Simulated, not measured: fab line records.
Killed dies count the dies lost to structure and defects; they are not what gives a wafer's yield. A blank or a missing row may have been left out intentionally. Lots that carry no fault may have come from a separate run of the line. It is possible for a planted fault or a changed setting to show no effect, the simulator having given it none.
Matching of chambers | flow sky130 | SKY_FIELD_ISO_ETCH_15 on rie-diel-02: 4 sister chambers
The step etches the open film in CHF3/O2, stops on Si, target depth 180 nm, time 72 s. 8 wafers are shown with their chamber, then 8 later ones without.

== WAFERS, EACH WITH ITS CHAMBER ==
wafer  | chamber | drypump-motor-current-A (A) | oes-product-au (a.u.)
L939.5 | 0       | 6.3                         | 0.944
L939.6 | 3       | 6.5                         | 0.939
L940.2 | 3       | 6.5                         | 0.945
L940.5 | 1       | 6.0                         | 0.931
L942.2 | 1       | 6.1                         | 0.938
L942.3 | 0       | 6.4                         | 0.956
L942.4 | 2       | 5.9                         | 0.957
L956.3 | 2       | 5.9                         | 0.951

== WAFERS WHOSE CHAMBER IS MISSING ==
wafer  | drypump-motor-current-A (A) | oes-product-au (a.u.)
L956.4 | 6.0                         | 0.947
L956.5 | 6.4                         | 0.943
L958.2 | 6.5                         | 0.952
L958.3 | 6.3                         | 0.949
L958.4 | 6.1                         | 0.950
L959.2 | 6.5                         | 0.944
L959.5 | 6.3                         | 0.946
L959.6 | 6.5                         | 0.949

== EACH ONE'S CHAMBER ==
wafer  | from the rows above     | in truth
L956.4 | can't be placed: 2 or 1 | 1
L956.5 | can't be placed: 0 or 3 | 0
L958.2 | can't be placed: 3 or 0 | 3
L958.3 | 0                       | 0
L958.4 | can't be placed: 1 or 2 | 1
L959.2 | 3                       | 3
L959.5 | 0                       | 0
L959.6 | can't be placed: 3 or 0 | 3
Correctly placed: 3 of 8. Not placeable from these rows: 5 (in 5, the candidates include the true chamber). Placed wrongly: 0.
How it was worked out, from the rows above alone: a wafer's distance from a chamber is the root of the sum, over the readings, of the square of ((its reading less the chamber's mean) divided by the reading's scatter). The wafer belongs to the nearest chamber; if the next one is less than 2 further off, it can't be placed. A chamber's mean is the mean of its shown wafers. The scatter is the square root of a quotient: the sum, over the shown wafers, of each reading's squared deviation from its chamber's mean, divided by wafers minus chambers.
